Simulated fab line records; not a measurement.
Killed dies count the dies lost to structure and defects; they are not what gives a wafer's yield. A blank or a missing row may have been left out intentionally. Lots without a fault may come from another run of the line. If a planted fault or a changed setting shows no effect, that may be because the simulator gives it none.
A lot that was struck, set against a sound lot ; flow sky130 ; 16 steps out of a route of 708
Sound: these wafers, L684.1, L684.4, L684.5. Wafers L699.3, L699.4, L699.5 were the ones struck. Last of all comes the cause.
Each step with rows lists, per side, the tool, then ch with its chambers, then its first start. Under that, the readings that differ: sound wafers ; struck wafers ; difference of the means ; sigmas: that difference in standard deviations of wafers without a fault.
alike: readings with means less than 2 such deviations apart, plus words and numbers identical on both sides. not compared: withheld readings, readings lacking a value on some wafer, bounds such as >300 that could conceal the same value, and numbers that have no deviation in the record and whose values overlap.
The two part at a step that has a row with sigmas, a row that says differs or no value, or rows on one side only. Numbers that don't overlap but have no deviation are shown without sigmas and don't part them. A reading missing from all wafers of one side parts the sides only when that side holds two or more wafers.

first, 5 steps without rows for these wafers: SKY_SONOS_TUNNEL_COAT_02 (resist thk 1140 nm); SKY_SONOS_TUNNEL_SOFTBAKE_03 (time 60 s); SKY_SONOS_TUNNEL_EXPOSE_04 (exposes mask TUNM, target cd 410 nm); SKY_SONOS_TUNNEL_PEB_05; SKY_SONOS_TUNNEL_DEVELOP_06 (develop time 60 s).
SKY_SONOS_TUNNEL_CD_MEAS_07: the cd target is 410 nm.
  struck on cd-sem-01, day 16 15:02; sound on cd-sem-01, day 11 22:30
  alike: cd-nm
SKY_SONOS_TUNNEL_OVL_MEAS_08:
  struck on overlay-02, day 16 15:08; sound on overlay-01, day 11 22:37
  alike: SONOS_TUNNEL_OVL
then, 3 steps without rows for these wafers: SKY_SONOS_TUNNEL_IMPLANT_09; SKY_SONOS_TUNNEL_WET_ETCH_10 (etches SiO2 in dHF, target depth 14 nm, time 280 s); SKY_SONOS_TUNNEL_STRIP_11 (strips in SPM, time 600 s).
SKY_SONOS_TUNNEL_TW_MEAS_12:
  struck on film-metro-01, day 16 15:35; sound on film-metro-03, day 11 23:05
reading;sound;struck;difference;sigmas
SONOS_TUNNEL_TW;199.9 199.9 200.2;194.9 196.2 195.1;-4.6;-3
then, 1 step without rows for these wafers: SKY_SONOS_TUNNEL_CLEAN_13 (cleans in dHF, time 20 s).
SKY_SONOS_ONO_OXIDATION_00: stabilise 600 s, purge 300 s, target thk 2.6 nm.
  sound on furnace-01 ch 0, day 11 23:32; struck on furnace-02 ch 0, day 16 16:40
reading;sound;struck;difference;sigmas
spike-tc-centre-C (C);798.7 798.9 798.3;805.8 805.2 805.1;+6.7;+4
spike-tc-lower-C (C);801.0 800.7 801.9;805.4 803.8 805.5;+3.7;+4
spike-tc-top-C (C);811.1 813.6 811.9;820.1 818.5 820.5;+7.5;+4
spike-tc-upper-C (C);801.5 803.1 800.3;803.2 805.4 804.7;+2.8;+2
tube-center-temp-C (C);800.01 799.88 800.05;804.26 804.13 804.11;+4.19;+59
tube_center_temp_C_max;801.9 802.2 801.9;806.1 805.9 805.8;+3.9;+11
zone-power-bottom-pct (%);23.6 23.6 24.0;20.1 20.1 20.2;-3.6;-2
model.SiO2_of_SONOS_ONO_OXIDATION_00.thk-nm (nm);2.653 2.664 2.642;2.739 2.751 2.751;+0.094;
SKY_SONOS_ONO_THK_MEAS_01:
  struck on film-metro-01, day 16 18:01; sound on film-metro-01, day 12 00:53
  alike: SONOS_ONO_OXIDATION_THK
then, 1 step without rows for these wafers: SKY_SONOS_ONO_CVD_02 (deposits Si3N4 from DCS/NH3, target thk 10.5 nm, time 180 s).
-- a jump in the record: the struck wafers' starts before and after are 33 days apart (it breaks off in module SONOS_ONO and resumes in module PAD_OPEN, where the first step shown is number 708 of the route) --
SKY_PAD_OPEN_PROBE_99:
  struck on prober-02, day 49 21:02; sound on prober-02, day 46 14:10
reading;sound;struck;difference;sigmas
model.etest.sonos-erased.vt-v (V);-2.219 -2.162 -2.239;-2.117 -2.092 -2.156;+0.085;
  alike: killed_at_M0_to_M3, killed_at_M4_up, killed-at-contacts, killed-at-front-end, killed-at-other, killed-dies, killed-open, killed-short

WHERE THEY PART
Earliest at SKY_SONOS_TUNNEL_TW_MEAS_12; latest, in this record, at SKY_SONOS_ONO_OXIDATION_00. Later steps at which nothing parts them and some readings are alike: SKY_SONOS_ONO_THK_MEAS_01, SKY_PAD_OPEN_PROBE_99.

WHY: what had been put in by the simulator
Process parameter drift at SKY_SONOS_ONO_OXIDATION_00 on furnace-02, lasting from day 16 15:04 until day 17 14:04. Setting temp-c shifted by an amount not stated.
